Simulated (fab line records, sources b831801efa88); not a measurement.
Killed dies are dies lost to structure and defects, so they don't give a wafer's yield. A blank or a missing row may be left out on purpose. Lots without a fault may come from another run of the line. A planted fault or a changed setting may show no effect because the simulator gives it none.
Chamber matching | flow sky130 | SKY_METAL3_ETCH_17 on rie_diel-01: 4 sister chambers
The step etches SiO2 in C4F8/O2/Ar, stops on TiN, time 3.9 s, target depth 15 nm. 4 wafers are shown with their chamber, then 7 later ones without.

WAFERS WITH THEIR CHAMBER
wafer  | chamber | oes_product_au (a.u.)
L328.3 | 0       | 0.755
L331.5 | 1       | 0.760
L334.1 | 3       | 0.758
L334.3 | 2       | 0.741

WAFERS WITHOUT THEIR CHAMBER
wafer  | oes_product_au (a.u.)
L334.5 | 0.762
L338.3 | 0.751
L338.4 | 0.750
L338.5 | 0.762
L339.1 | 0.757
L339.4 | 0.757
L339.5 | 0.760

WHICH CHAMBER EACH WENT THROUGH
wafer  | from the rows above               | in truth
L334.5 | can't be placed: 1 or 3 or 0      | 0
L338.3 | can't be placed: 0 or 3 or 1      | 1
L338.4 | can't be placed: 0 or 3 or 2 or 1 | 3
L338.5 | can't be placed: 1 or 3 or 0      | 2
L339.1 | can't be placed: 3 or 0 or 1      | 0
L339.4 | can't be placed: 3 or 0 or 1      | 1
L339.5 | can't be placed: 1 or 3 or 0      | 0
Placed correctly: 0 of 7. Can't be placed from these rows: 7 (the true chamber is among the candidates in 6). Placed wrongly: 0.
How it was worked out, from the rows above alone: a wafer's distance from a chamber is the root of the sum, over the readings, of the square of ((its reading less the chamber's mean) divided by the reading's scatter). The wafer belongs to the nearest chamber; if the next one is less than 2 further off, it can't be placed. A chamber's mean is the mean of its shown wafers. The scatter: with one shown wafer a chamber, the root of the mean of the squares of how far each hidden wafer lies from its nearest shown one.
